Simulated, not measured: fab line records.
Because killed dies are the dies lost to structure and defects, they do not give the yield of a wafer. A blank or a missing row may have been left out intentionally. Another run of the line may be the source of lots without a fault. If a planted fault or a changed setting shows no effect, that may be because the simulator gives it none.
The same fault as seen by 2 desks    flow gf180mcu    each desk has only its own numbers; what lay behind them comes last

## METROLOGY DESK
What the gauges read, lot by lot, whatever tool the lot ran on: means of the sampled wafers that have a number. If a lot's mean is further than 4 standard deviations from the usual mean, the lot is out of limits and carries the mark OUT (the distance appears in the brackets).
Columns: A = M5_OVL at GF_M5_OVL_MEAS_08, usual -1 nm; B = V5_CVD_02_THK at GF_V5_THK_MEAS_03, usual 1453 nm
lot   first seen here  A   B
L396  day 26 07:07     -1  1434
L397  day 26 19:16     -9  1454
L398  day 27 03:55     3   1449
L402  day 28 06:41     -1  1431
L404  day 28 21:43     -2  1494
L405  day 29 03:34     4   1440
L411  day 30 21:56     -7  1461
L412  day 31 03:46     -1  1443
L413  day 31 11:26     3   1470
L414  day 31 16:03     -5  1450
L415  day 31 23:37     -6  1483
L416  day 32 05:57     -7  1464
L418  day 32 13:21     -2  1429
This desk's finding: nothing out of limits on any of the 13 lots.

## AT THE TOOL OWNER'S DESK: pvd_sputter-01
The tool's own readings at GF_MIM_SPUTTER_01 (material TiN, target thk 30 nm, time 25 s): means of the sampled wafers that have a number, for each lot that ran on this tool. If a lot's mean is further than 4 standard deviations from the usual mean, the lot is out of limits and carries the mark OUT (the distance appears in the brackets).
Columns: A = throttle_valve_pct at GF_MIM_SPUTTER_01, usual 29.9 %
lot   first seen here  A
L397  day 25 00:28     30.0
L404  day 27 05:50     29.9
L405  day 27 11:05     29.5
L414  day 30 03:43     29.6
L415  day 30 11:58     29.4
L418  day 31 02:38     30.0
This desk's finding: nothing out of limits on any of the 6 lots.

## BROUGHT TOGETHER
Nothing out of limits was seen by the metrology desk.
Nothing out of limits was seen by the tool owner's desk.

## WHAT THE SIMULATOR HAD INSERTED
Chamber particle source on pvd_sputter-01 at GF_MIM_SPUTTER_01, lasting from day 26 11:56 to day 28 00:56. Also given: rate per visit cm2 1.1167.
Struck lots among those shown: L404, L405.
